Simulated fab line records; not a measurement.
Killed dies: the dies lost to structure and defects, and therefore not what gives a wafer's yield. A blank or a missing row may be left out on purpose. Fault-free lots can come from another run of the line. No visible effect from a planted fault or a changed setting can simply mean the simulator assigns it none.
What tool caused it?	flow sky130	11 lots, 33 wafers sampled, at 6 steps of a route of 708

WHAT EACH GAUGE READ, for each wafer
SKY_LI_CONTACT_THK_MEAS_23: measures by xrf.
lot	measured	on	LI_CONTACT_W_THK (nm)
L371	day 28 18:43	film_metro-03	398 393 393
L373	day 31 02:50	film_metro-04	389 393 395
L378	day 31 14:12	film_metro-04	401 413 418
L379	day 31 15:44	film_metro-02	386 388 390
L381	day 32 13:51	film_metro-04	395 397 388
L382	day 33 02:26	film_metro-04	402 389 407
L383	day 33 15:44	film_metro-03	389 388 402
L384	day 33 19:23	film_metro-02	401 411 417
L392	day 35 21:23	film_metro-03	384 387 387
L393	day 36 05:16	film_metro-03	405 387 403
L394	day 36 11:12	film_metro-02	393 394 397

SKY_CONTACT_BOW_MEAS_05.
lot	measured	on	CONTACT_BOW (um)
L371	day 30 00:17	film_metro-03	86 86 85
L373	day 32 08:29	film_metro-01	90 92 75
L378	day 32 19:27	film_metro-04	87 79 86
L379	day 32 20:53	film_metro-04	75 85 77
L381	day 33 18:36	film_metro-01	79 79 75
L382	day 34 07:19	film_metro-04	91 82 76
L383	day 34 20:31	film_metro-01	79 79 75
L384	day 34 23:26	film_metro-04	85 75 82
L392	day 37 01:43	film_metro-01	77 85 87
L393	day 37 08:59	film_metro-04	79 75 79
L394	day 37 14:04	film_metro-04	82 80 72

SKY_CONTACT_RS_MEAS_25: uses a four-point probe to measure.
lot	measured	on	CONTACT_W_RS (ohm/sq)
L371	day 31 05:49	film_metro-04	0.339 0.342 0.342
L373	day 33 12:31	film_metro-03	0.336 0.337 0.338
L378	day 33 23:35	film_metro-04	0.325 0.338 0.328
L379	day 34 00:29	film_metro-04	0.335 0.320 0.339
L381	day 34 22:11	film_metro-03	0.342 0.341 0.343
L382	day 35 10:55	film_metro-01	0.333 0.333 0.675
L383	day 35 23:21	film_metro-04	0.677 0.333 0.670
L384	day 36 02:32	film_metro-01	0.684 0.332 0.669
L392	day 38 05:24	film_metro-03	0.332 0.332 0.340
L393	day 38 12:13	film_metro-01	0.344 0.331 0.332
L394	day 38 16:59	film_metro-04	0.342 0.339 0.340

SKY_CONTACT_THK_MEAS_26: measures by xrf.
lot	measured	on	CONTACT_W_THK (nm)
L371	day 31 05:56	film_metro-04	337 333 335
L373	day 33 12:38	film_metro-03	331 332 330
L378	day 33 23:43	film_metro-04	347 332 344
L379	day 34 00:37	film_metro-04	340 355 335
L381	day 34 22:19	film_metro-03	330 328 327
L382	day 35 11:02	film_metro-01	335 336 170
L383	day 35 23:26	film_metro-04	169 340 172
L384	day 36 02:40	film_metro-01	168 339 171
L392	day 38 05:31	film_metro-03	341 340 333
L393	day 38 12:20	film_metro-01	329 340 341
L394	day 38 17:06	film_metro-04	331 335 333

EACH LOT AND THE TOOL THAT RAN IT (in order: tool; ch and the chambers of the sampled wafers; start)
lot	SKY_SD_N_RTA_14	SKY_CONTACT_CVD_24
L371	rtp_anneal-02 ch 0, day 27 12:41	cvd_w-01 ch 0,1, day 31 05:43
L373	rtp_anneal-02 ch 0, day 29 19:53	cvd_w-01 ch 1, day 33 12:19
L378	rtp_anneal-01 ch 0, day 30 08:07	cvd_w-02 ch 0,1, day 33 23:29
L379	rtp_anneal-02 ch 0, day 30 10:40	cvd_w-02 ch 0,1, day 34 00:23
L381	rtp_anneal-02 ch 0, day 31 08:47	cvd_w-02 ch 1, day 34 21:58
L382	rtp_anneal-01 ch 0, day 31 21:52	cvd_w-02 ch 0,1, day 35 10:48
L383	rtp_anneal-02 ch 0, day 32 10:36	cvd_w-02 ch 0,1, day 35 23:13
L384	rtp_anneal-01 ch 0, day 32 15:02	cvd_w-02 ch 0,1, day 36 02:26
L392	rtp_anneal-02 ch 0, day 34 17:44	cvd_w-02 ch 0,1, day 38 05:16
L393	rtp_anneal-02 ch 0, day 35 01:04	cvd_w-02 ch 0,1, day 38 12:06
L394	rtp_anneal-01 ch 0, day 35 07:05	cvd_w-01 ch 0, day 38 16:52
- SKY_SD_N_RTA_14: time 2 s.
- SKY_CONTACT_CVD_24: deposits W, target thk 340 nm, time 102.12 s.

WHAT THE TOOLS THEMSELVES READ (means of the sampled wafers that have a number; where no wafer has one, the mark that the record gives instead)
SKY_SD_N_RTA_14.
lot	tool	lamp_power_pct (%)	wafer_temp_C_max
L371	rtp_anneal-02	15.80	1079.0
L373	rtp_anneal-02	15.77	1078.3
L378	rtp_anneal-01	15.75	1079.6
L379	rtp_anneal-02	15.69	1077.5
L381	rtp_anneal-02	15.70	1078.3
L382	rtp_anneal-01	15.69	1078.5
L383	rtp_anneal-02	15.73	1078.4
L384	rtp_anneal-01	15.75	1078.9
L392	rtp_anneal-02	15.72	1076.8
L393	rtp_anneal-02	15.72	1077.5
L394	rtp_anneal-01	15.73	1078.7

SKY_CONTACT_CVD_24.
lot	tool	heater_power_w (W)
L371	cvd_w-01	879
L373	cvd_w-01	880
L378	cvd_w-02	824
L379	cvd_w-02	816
L381	cvd_w-02	785
L382	cvd_w-02	823
L383	cvd_w-02	810
L384	cvd_w-02	790
L392	cvd_w-02	843
L393	cvd_w-02	833
L394	cvd_w-01	866

THE ANSWER, worked out from the rows above alone
Rule: the lots themselves supply what counts as usual. Put in order of their means at a reading, lots are off if they are a third of the lots or fewer, leave a main group of 4 or more, and stand apart from it by a gap of 3 or more times the standard deviation of the main group's means; of several such gaps the widest counts. A main group is skipped when, at the precision printed for the reading in the tables above, its means are all equal. Also off: a lot with no number at a reading for which 4 or more lots have one. The other lots that the step has rows for count as sound. First the gauges in route order, then the tools' own readings, where a lot's mean is used as printed above. At the first step where some lot is off, the reading lying furthest off is the one used; lots without a number count as furthest.
Off: L382, L383, L384, at SKY_CONTACT_RS_MEAS_25 (CONTACT_W_RS). Mean 0.337 ohm/sq and standard deviation 0.0041 in the main group.
If a tool, at a process step before that reading, ran all the lots that are off and no sound lot after the first of them, it fits. Those tools and the gauges at SKY_CONTACT_RS_MEAS_25 are tried in the same way. Of those tried, none fits.

WHAT WAS PUT IN BY THE SIMULATOR
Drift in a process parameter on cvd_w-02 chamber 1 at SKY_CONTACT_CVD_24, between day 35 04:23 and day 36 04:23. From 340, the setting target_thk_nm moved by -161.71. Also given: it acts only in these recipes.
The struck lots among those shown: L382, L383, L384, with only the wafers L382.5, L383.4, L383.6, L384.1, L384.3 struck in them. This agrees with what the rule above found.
